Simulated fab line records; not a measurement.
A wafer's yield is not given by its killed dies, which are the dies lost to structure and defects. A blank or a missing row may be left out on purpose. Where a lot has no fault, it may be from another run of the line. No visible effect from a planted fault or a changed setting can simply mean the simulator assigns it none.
Matching of chambers | flow sky130 | SKY_METAL4_ETCH_17 on rie_diel-02: 4 sister chambers
The step etches SiO2 in C4F8/O2/Ar, stops on TiN, time 3.9 s, target depth 15 nm. 20 wafers are shown with their chamber, then 10 later ones without.

== WAFERS PAIRED WITH THEIR CHAMBERS ==
wafer  | chamber | oes_product_au (a.u.) | bias_w (W)
L075.1 | 1       | 0.759                 | 1197
L075.2 | 3       | 0.747                 | 1202
L075.4 | 2       | 0.757                 | 1199
L076.2 | 3       | 0.735                 | 1201
L076.3 | 2       | 0.755                 | 1200
L076.4 | 1       | 0.756                 | 1197
L077.2 | 2       | 0.754                 | 1200
L077.4 | 0       | 0.756                 | 1194
L077.6 | 1       | 0.752                 | 1205
L081.2 | 2       | 0.758                 | 1201
L081.4 | 3       | 0.760                 | 1203
L081.6 | 2       | 0.765                 | 1199
L084.2 | 0       | 0.753                 | 1201
L084.4 | 1       | 0.754                 | 1200
L084.6 | 2       | 0.762                 | 1199
L085.2 | 0       | 0.757                 | 1202
L085.5 | 0       | 0.770                 | 1203
L085.6 | 1       | 0.762                 | 1200
L087.2 | 0       | 0.753                 | 1198
L087.4 | 3       | 0.747                 | 1196

SIGNATURES, as means of the wafers listed above
reading        | chamber 0 | chamber 1 | chamber 2 | chamber 3 | scatter within a chamber
oes_product_au | 0.75780   | 0.75660   | 0.75850   | 0.74725   | 0.00644
bias_w         | 1199.60   | 1199.80   | 1199.67   | 1200.50   | 2.83
Rule: a wafer lies at a distance from a chamber equal to the root of the sum of squares, over the readings, of (its reading less the chamber's mean, divided by the reading's scatter). If the next closest chamber is less than 2 further off than the closest, the wafer can't be placed; otherwise it belongs to the closest. The scatter: the root of (the sum of the squares of (reading less its chamber's mean) over the shown wafers, divided by (wafers less chambers)).

== WAFERS MISSING THEIR CHAMBER ==
wafer  | oes_product_au (a.u.) | bias_w (W)
L087.5 | 0.755                 | 1195
L088.1 | 0.751                 | 1202
L088.3 | 0.746                 | 1207
L088.4 | 0.765                 | 1206
L093.2 | 0.757                 | 1201
L093.5 | 0.753                 | 1204
L093.6 | 0.759                 | 1194
L097.2 | 0.741                 | 1210
L097.4 | 0.748                 | 1202
L097.6 | 0.756                 | 1205

== CHAMBER TAKEN BY EACH ==
wafer  | from the rows above               | in truth
L087.5 | can't be placed: 0 or 1 or 2 or 3 | 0
L088.1 | can't be placed: 3 or 1 or 0 or 2 | 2
L088.3 | can't be placed: 3 or 1 or 0 or 2 | 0
L088.4 | can't be placed: 2 or 0 or 1 or 3 | 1
L093.2 | can't be placed: 1 or 0 or 2 or 3 | 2
L093.5 | can't be placed: 3 or 1 or 0 or 2 | 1
L093.6 | can't be placed: 0 or 2 or 1 or 3 | 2
L097.2 | can't be placed: 3 or 1 or 0 or 2 | 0
L097.4 | can't be placed: 3 or 1 or 0 or 2 | 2
L097.6 | can't be placed: 1 or 2 or 0 or 3 | 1
0 of 10 placed correctly. Cannot be placed on the basis of these rows: 10; the candidates contain the true chamber in 10. 0 placed wrongly.
